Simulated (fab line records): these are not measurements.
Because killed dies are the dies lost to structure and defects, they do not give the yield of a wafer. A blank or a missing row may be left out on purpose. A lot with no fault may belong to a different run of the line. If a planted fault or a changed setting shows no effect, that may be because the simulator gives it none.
One fault seen from 2 desks + flow sky130 + numbers are kept per desk, each desk with only its own; the story behind them comes last

== FROM THE METROLOGY DESK ==
Lot by lot, what the gauges showed, no matter which tool ran the lot: averages of those sampled wafers that carry a number. Any lot whose mean is over 4 standard deviations away from the usual mean is out of limits and marked OUT; that distance is given in the brackets.
Columns: A = CAP2M_TIN_THK at SKY_CAP2M_THK_MEAS_04, usual 197.7 nm; B = METAL4_OVL at SKY_METAL4_OVL_MEAS_14, usual 1 nm
| lot  | first seen here | A     | B  |
|------|-----------------|-------|----|
| L696 | day 39 09:23    | 197.7 | 3  |
| L697 | day 39 11:59    | 198.0 | 3  |
| L698 | day 40 04:38    | 198.6 | 1  |
| L699 | day 40 07:42    | 200.1 | 4  |
| L701 | day 41 12:58    | 196.8 | 5  |
| L702 | day 41 18:26    | 199.0 | 9  |
| L703 | day 41 22:05    | 196.9 | -5 |
| L704 | day 42 10:29    | 197.2 | 2  |
| L709 | day 43 19:51    | 197.9 | 4  |
| L715 | day 44 23:39    | 194.9 | 7  |
| L714 | day 45 02:41    | 196.7 | -4 |
| L717 | day 45 13:14    | 199.5 | -4 |
| L718 | day 45 15:43    | 198.5 | -2 |
Result from this desk: across the 13 lots, nothing is out of limits.

== AT THE TOOL OWNER'S DESK: pecvd-02 ==
The tool's own readings at SKY_PASSIVATION_CVD_00 (deposits SiO2, target thk 90 nm): means of the sampled wafers that have a number, for each lot that ran on this tool. Any lot whose mean is over 4 standard deviations away from the usual mean is out of limits and marked OUT; that distance is given in the brackets.
Columns: A = heaterPowerW at SKY_PASSIVATION_CVD_00, usual 701 W
| lot  | first seen here | A   |
|------|-----------------|-----|
| L696 | day 43 12:55    | 687 |
| L698 | day 44 05:53    | 645 |
| L699 | day 44 08:58    | 626 |
| L701 | day 45 11:20    | 686 |
| L702 | day 45 17:37    | 699 |
| L704 | day 46 06:47    | 679 |
| L709 | day 47 10:28    | 701 |
Result from this desk: across the 7 lots, nothing is out of limits.

== PUT TOGETHER ==
From the metrology desk's view, nothing was out of limits.
The tool owner's desk saw nothing out of limits.

== WHAT THE SIMULATOR HAD PUT IN ==
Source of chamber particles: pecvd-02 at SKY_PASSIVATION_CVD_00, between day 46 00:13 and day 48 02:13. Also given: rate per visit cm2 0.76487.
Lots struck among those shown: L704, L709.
